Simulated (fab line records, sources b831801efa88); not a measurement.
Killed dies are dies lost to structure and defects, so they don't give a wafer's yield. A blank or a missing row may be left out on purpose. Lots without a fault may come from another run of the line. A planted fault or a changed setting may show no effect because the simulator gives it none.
A struck lot beside a sound one | flow gf180mcu | 14 steps out of a route of 602
Sound: wafers L647.4, L647.5, L647.6. Struck: wafers L655.2, L655.3, L655.4. The cause comes at the end.
At each step with rows: each side's tool, then ch and its chambers, then its first start. Under that, the readings that differ: sound wafers | struck wafers | difference of the means | sigmas: that difference in standard deviations of wafers without a fault.
alike: readings whose means differ by less than 2 such deviations, and words and numbers that are the same on both sides. not compared: withheld readings, readings that some wafer has no value for, bounds like >300 that may hide the same value, and numbers for which the record gives no deviation and whose values overlap.
The two part at a step that has a row with sigmas, a row that says differs or no value, or rows on one side only. Numbers that don't overlap but have no deviation are shown without sigmas and don't part them. A reading that every wafer of one side lacks parts them only if that side has two wafers or more.

GF_NSD_CD_MEAS_07: target cd 400 nm.
  sound on cd_sem-01, day 14 08:12; struck on cd_sem-02, day 17 11:12
  alike: cd_nm
GF_NSD_OVL_MEAS_08:
  sound on overlay-01, day 14 08:17; struck on overlay-02, day 17 11:18
  alike: NSD_OVL
then, 2 steps without rows for these wafers: GF_NSD_IMPLANT_09; GF_NSD_IMPLANT_10.
GF_NSD_STRIP_11: strips in O2/N2.
  sound on plasma_asher-01 ch 0,1, day 14 08:38; struck on plasma_asher-01 ch 0,1, day 17 11:38
  alike: drypump_motor_current_A, heater_power_w, oes_product_au, strip_time_to_endpoint_s
  not compared: rf_hours_counter_h
GF_NSD_TW_MEAS_12:
  sound on film_metro-02, day 14 08:44; struck on film_metro-03, day 17 11:44
  alike: NSD_TW
then, 6 steps without rows for these wafers: GF_PSD_DEHYDRATE_00 (time 60 s); GF_PSD_HMDS_01 (prime time 60 s); GF_PSD_COAT_02 (resist thk 1000 nm); GF_PSD_SOFTBAKE_03 (time 60 s); GF_PSD_EXPOSE_04 (exposes mask Pplus, target cd 400 nm); GF_PSD_PEB_05.
GF_PSD_DEVELOP_06: develop time 60 s.
  sound on litho_track-04 ch 0, day 15 05:09; struck on litho_track-04, day 18 10:48
  no value came back on the struck wafers for chill_plate_temp_C (C), develop_time_s (s); on the sound wafers chill_plate_temp_C (C) reads 22.91 22.75 22.72
GF_PSD_CD_MEAS_07: target cd 400 nm.
  sound on cd_sem-02, day 15 05:17; struck on cd_sem-02, day 18 10:56
  reading    | sound             | struck | difference                    | sigmas
  cd_nm (nm) | 400.7 400.6 400.5 | - - -  | no value on the struck wafers |

WHERE THEY PART
First at GF_PSD_DEVELOP_06; last, within this record, at GF_PSD_CD_MEAS_07.

WHY: what the simulator had put in
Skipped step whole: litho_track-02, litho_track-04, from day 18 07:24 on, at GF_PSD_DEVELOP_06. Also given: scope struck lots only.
